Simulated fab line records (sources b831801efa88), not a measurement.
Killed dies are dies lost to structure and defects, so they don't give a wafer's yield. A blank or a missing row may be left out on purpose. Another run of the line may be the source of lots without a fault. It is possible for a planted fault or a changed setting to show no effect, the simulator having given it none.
Which tool did it?    flow sky130    7 lots, 21 wafers sampled, at 4 steps of a route of 708

## WHAT EACH GAUGE READ, for each wafer
SKY_SD_P_CD_MEAS_07 targets a cd of 380 nm.
lot   measured      on         cd nm (nm)
L267  day 25 23:23  cd sem-02  379.1 379.0 378.6
L269  day 27 02:10  cd sem-01  377.6 377.5 378.4
L274  day 28 22:04  cd sem-01  384.4 381.6 384.5
L278  day 30 08:12  cd sem-01  383.9 385.2 385.6
L287  day 33 12:23  cd sem-01  382.0 379.2 381.8
L285  day 33 19:07  cd sem-02  375.5 376.8 376.2

## WHAT TOOL EACH LOT RAN ON (gives the tool, then ch and the chambers of the sampled wafers, and finally the start)
lot   SKY_LDD_HVP_STRIP_09                  SKY_LDD_LDN_STRIP_12                  SKY_POLY_CUT_DEVELOP_07
L267  plasma asher-04 ch 0,1, day 22 03:07  plasma asher-04 ch 0,1, day 23 09:51  litho track-02 ch 0, day 24 17:00
L269  plasma asher-03 ch 0,1, day 23 05:45  plasma asher-04 ch 0,1, day 24 12:03  litho track-03 ch 0, day 25 21:00
L274  plasma asher-01 ch 0,1, day 25 01:00  plasma asher-04 ch 0,1, day 26 07:46  litho track-01 ch 0, day 27 16:00
L275  plasma asher-03 ch 0,1, day 25 16:24  plasma asher-01 ch 0,1, day 26 22:22  litho track-02, day 28 06:00
L278  plasma asher-03 ch 0,1, day 26 15:32  plasma asher-01 ch 0,1, day 27 20:10  litho track-03 ch 0, day 29 03:00
L287  plasma asher-01 ch 0,1, day 30 01:12  plasma asher-01 ch 0,1, day 31 04:19  litho track-02 ch 0, day 32 09:00
L285  plasma asher-03 ch 0,1, day 30 06:49  plasma asher-04 ch 0,1, day 31 10:25  litho track-02 ch 0, day 32 16:00
- SKY_LDD_HVP_STRIP_09: strips in O2/N2.
- SKY_LDD_LDN_STRIP_12: strips in O2/N2.
- SKY_POLY_CUT_DEVELOP_07: develop time 60 s.

## THE ANSWER, worked out from the rows above alone
Rule: the usual values come from the lots themselves. Put in order of their means at a reading, lots are off if they are a third of the lots or fewer, leave a main group of 4 or more, and stand apart from it by a gap of 3 or more times the standard deviation of the main group's means; of several such gaps the widest counts. A main group is skipped when, at the precision printed for the reading in the tables above, its means are all equal. Also off: a lot with no number at a reading for which 4 or more lots have one. The other lots that the step has rows for count as sound.
No lot is off at any reading shown: from this, nothing can be told.

## WHAT THE SIMULATOR HAD INSERTED
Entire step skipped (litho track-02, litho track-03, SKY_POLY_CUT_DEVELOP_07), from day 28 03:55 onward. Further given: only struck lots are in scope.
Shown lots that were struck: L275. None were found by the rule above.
